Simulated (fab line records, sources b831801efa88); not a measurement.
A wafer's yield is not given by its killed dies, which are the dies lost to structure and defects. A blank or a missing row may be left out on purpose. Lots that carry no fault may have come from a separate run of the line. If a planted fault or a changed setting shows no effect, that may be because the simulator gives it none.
Split-lot experiment :: flow sky130 :: 23 wafers read across 5 lots, on a route 708 steps long

THE SPLIT
At SKY_LDD_N_COAT_02 (resist thk 300 nm), the setting resist-thk-nm was moved away from the recipe's 300 nm on 8 of the 23 wafers read, by +1.7% to +4.9%. The other wafers ran this setting at the recipe's value.

The reading comes from the split's own step.

THE READING
NOVOLAK_of_LDD_N_COAT_02.thk-nm (the simulator's own value, which no gauge read), in nm, at SKY_LDD_N_COAT_02 (resist thk 300 nm). There is no usual value for it anywhere in the file. The 15 wafers here that ran the recipe average 300.2 nm, standard deviation 0.72 nm.

wafer: L076.1
tool, chamber at the split: litho-track-02, 0
resist-thk-nm as run, nm: 305
against the recipe: +1.7%
NOVOLAK_of_LDD_N_COAT_02.thk-nm, nm: 306
against lot-mates on the recipe: +5.2

wafer: L076.2
tool, chamber at the split: litho-track-02, 0
resist-thk-nm as run, nm: 305
against the recipe: +1.7%
NOVOLAK_of_LDD_N_COAT_02.thk-nm, nm: 305.6
against lot-mates on the recipe: +4.8

wafer: L076.4
tool, chamber at the split: litho-track-02, 0
resist-thk-nm as run, nm: 300
against the recipe: recipe
NOVOLAK_of_LDD_N_COAT_02.thk-nm, nm: 301.3
against lot-mates on the recipe: -

wafer: L076.5
tool, chamber at the split: litho-track-02, 0
resist-thk-nm as run, nm: 300
against the recipe: recipe
NOVOLAK_of_LDD_N_COAT_02.thk-nm, nm: 301
against lot-mates on the recipe: -

wafer: L076.6
tool, chamber at the split: litho-track-02, 0
resist-thk-nm as run, nm: 300
against the recipe: recipe
NOVOLAK_of_LDD_N_COAT_02.thk-nm, nm: 300.2
against lot-mates on the recipe: -

wafer: L079.1
tool, chamber at the split: litho-track-02, 0
resist-thk-nm as run, nm: 314.8
against the recipe: +4.9%
NOVOLAK_of_LDD_N_COAT_02.thk-nm, nm: 315.7
against lot-mates on the recipe: +15.2

wafer: L079.3
tool, chamber at the split: litho-track-02, 0
resist-thk-nm as run, nm: 314.8
against the recipe: +4.9%
NOVOLAK_of_LDD_N_COAT_02.thk-nm, nm: 316
against lot-mates on the recipe: +15.5

wafer: L079.4
tool, chamber at the split: litho-track-02, 0
resist-thk-nm as run, nm: 314.8
against the recipe: +4.9%
NOVOLAK_of_LDD_N_COAT_02.thk-nm, nm: 315.6
against lot-mates on the recipe: +15.1

wafer: L079.5
tool, chamber at the split: litho-track-02, 0
resist-thk-nm as run, nm: 300
against the recipe: recipe
NOVOLAK_of_LDD_N_COAT_02.thk-nm, nm: 300.7
against lot-mates on the recipe: -

wafer: L079.6
tool, chamber at the split: litho-track-02, 0
resist-thk-nm as run, nm: 300
against the recipe: recipe
NOVOLAK_of_LDD_N_COAT_02.thk-nm, nm: 300.4
against lot-mates on the recipe: -

wafer: L080.2
tool, chamber at the split: litho-track-03, 0
resist-thk-nm as run, nm: 300
against the recipe: recipe
NOVOLAK_of_LDD_N_COAT_02.thk-nm, nm: 299.7
against lot-mates on the recipe: -

wafer: L080.3
tool, chamber at the split: litho-track-03, 0
resist-thk-nm as run, nm: 300
against the recipe: recipe
NOVOLAK_of_LDD_N_COAT_02.thk-nm, nm: 299.4
against lot-mates on the recipe: -

wafer: L080.4
tool, chamber at the split: litho-track-03, 0
resist-thk-nm as run, nm: 300
against the recipe: recipe
NOVOLAK_of_LDD_N_COAT_02.thk-nm, nm: 299.3
against lot-mates on the recipe: -

wafer: L080.5
tool, chamber at the split: litho-track-03, 0
resist-thk-nm as run, nm: 300
against the recipe: recipe
NOVOLAK_of_LDD_N_COAT_02.thk-nm, nm: 298.7
against lot-mates on the recipe: -

wafer: L080.6
tool, chamber at the split: litho-track-03, 0
resist-thk-nm as run, nm: 300
against the recipe: recipe
NOVOLAK_of_LDD_N_COAT_02.thk-nm, nm: 300
against lot-mates on the recipe: -

wafer: L084.3
tool, chamber at the split: litho-track-02, 0
resist-thk-nm as run, nm: 300
against the recipe: recipe
NOVOLAK_of_LDD_N_COAT_02.thk-nm, nm: 299.8
against lot-mates on the recipe: -

wafer: L084.4
tool, chamber at the split: litho-track-02, 0
resist-thk-nm as run, nm: 300
against the recipe: recipe
NOVOLAK_of_LDD_N_COAT_02.thk-nm, nm: 301
against lot-mates on the recipe: -

wafer: L084.6
tool, chamber at the split: litho-track-02, 0
resist-thk-nm as run, nm: 300
against the recipe: recipe
NOVOLAK_of_LDD_N_COAT_02.thk-nm, nm: 301
against lot-mates on the recipe: -

wafer: L083.1
tool, chamber at the split: litho-track-02, 0
resist-thk-nm as run, nm: 313.3
against the recipe: +4.4%
NOVOLAK_of_LDD_N_COAT_02.thk-nm, nm: 314
against lot-mates on the recipe: +13.6

wafer: L083.3
tool, chamber at the split: litho-track-02, 0
resist-thk-nm as run, nm: 313.3
against the recipe: +4.4%
NOVOLAK_of_LDD_N_COAT_02.thk-nm, nm: 314.6
against lot-mates on the recipe: +14.2

wafer: L083.4
tool, chamber at the split: litho-track-02, 0
resist-thk-nm as run, nm: 313.3
against the recipe: +4.4%
NOVOLAK_of_LDD_N_COAT_02.thk-nm, nm: 315.3
against lot-mates on the recipe: +14.9

wafer: L083.5
tool, chamber at the split: litho-track-02, 0
resist-thk-nm as run, nm: 300
against the recipe: recipe
NOVOLAK_of_LDD_N_COAT_02.thk-nm, nm: 300.2
against lot-mates on the recipe: -

wafer: L083.6
tool, chamber at the split: litho-track-02, 0
resist-thk-nm as run, nm: 300
against the recipe: recipe
NOVOLAK_of_LDD_N_COAT_02.thk-nm, nm: 300.7
against lot-mates on the recipe: -

FIT RESULTS
A straight line over all 23 wafers: NOVOLAK_of_LDD_N_COAT_02.thk-nm changes by +3.2 nm for each +1% of resist-thk-nm; r = +1.00; the points scatter about the line by 0.66 nm.
The same after taking each lot's own level away (the mean of its wafers on the recipe; 23 wafers): +3.13 nm for each +1%; r = +1.00; scatter 0.45 nm.
On that fit, the largest move of resist-thk-nm shifts the reading by 15 nm.
The span of the lots' own levels, 299.42 to 300.83 nm, comes to 2.0 times the standard deviation stated above.
So the lot-to-lot level changes the slope little: the two slopes agree.
Check: for one of the wafers moved furthest among these (+4.9%), held out of the fit, the line's prediction against its lot-mates is +15.5 nm. Against them it came out at +15.2 nm.

FURTHER SPLITS ON THESE WAFERS
Note: prior to the reading, these wafers also went through further splits. Each is held against what the fit with the lots' levels taken away leaves over:
other split on the same wafers: SKY_VT_ADJUST_PCH_SOFTBAKE_03 temp-c
wafers away from the commonest value: 7
r with NOVOLAK_of_LDD_N_COAT_02.thk-nm (lot level and that fit taken away): -0.18

other split on the same wafers: SKY_SONOS_TUNNEL_COAT_02 resist-thk-nm
wafers away from the commonest value: 7
r with NOVOLAK_of_LDD_N_COAT_02.thk-nm (lot level and that fit taken away): +0.16

other split on the same wafers: SKY_SONOS_ONO_EXPOSE_10 dose-mj
wafers away from the commonest value: 8
r with NOVOLAK_of_LDD_N_COAT_02.thk-nm (lot level and that fit taken away): +0.04

other split on the same wafers: SKY_SONOS_ONO_DEVELOP_12 develop-time-s
wafers away from the commonest value: 10
r with NOVOLAK_of_LDD_N_COAT_02.thk-nm (lot level and that fit taken away): -0.13

other split on the same wafers: SKY_GATE_OXIDE_IMPLANT_11 dose-cm2
wafers away from the commonest value: 11
r with NOVOLAK_of_LDD_N_COAT_02.thk-nm (lot level and that fit taken away): +0.27

other split on the same wafers: SKY_GATE_OXIDE_WET_ETCH_12 time-s
wafers away from the commonest value: 18
r with NOVOLAK_of_LDD_N_COAT_02.thk-nm (lot level and that fit taken away): -0.12

THE WHOLE CHAIN: every reading that the file lists as answering this split, in the file's order
step: SKY_LDD_N_COAT_02
what it does: resist thk 300 nm
reading: NOVOLAK_of_LDD_N_COAT_02.thk-nm (the simulator's own value, which no gauge read)
change (the file's fit): +3.13 nm for each +1% of the setting
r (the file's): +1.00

step: SKY_LDD_N_STRIP_16
what it does: strips in O2/N2
reading: strip-time-to-endpoint-s
change (the file's fit): withheld for each +1% of the setting
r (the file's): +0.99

THE FILE'S OWN FIT
NOVOLAK_of_LDD_N_COAT_02.thk-nm changes by +3.13 nm for each +1% of resist-thk-nm, r = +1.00.
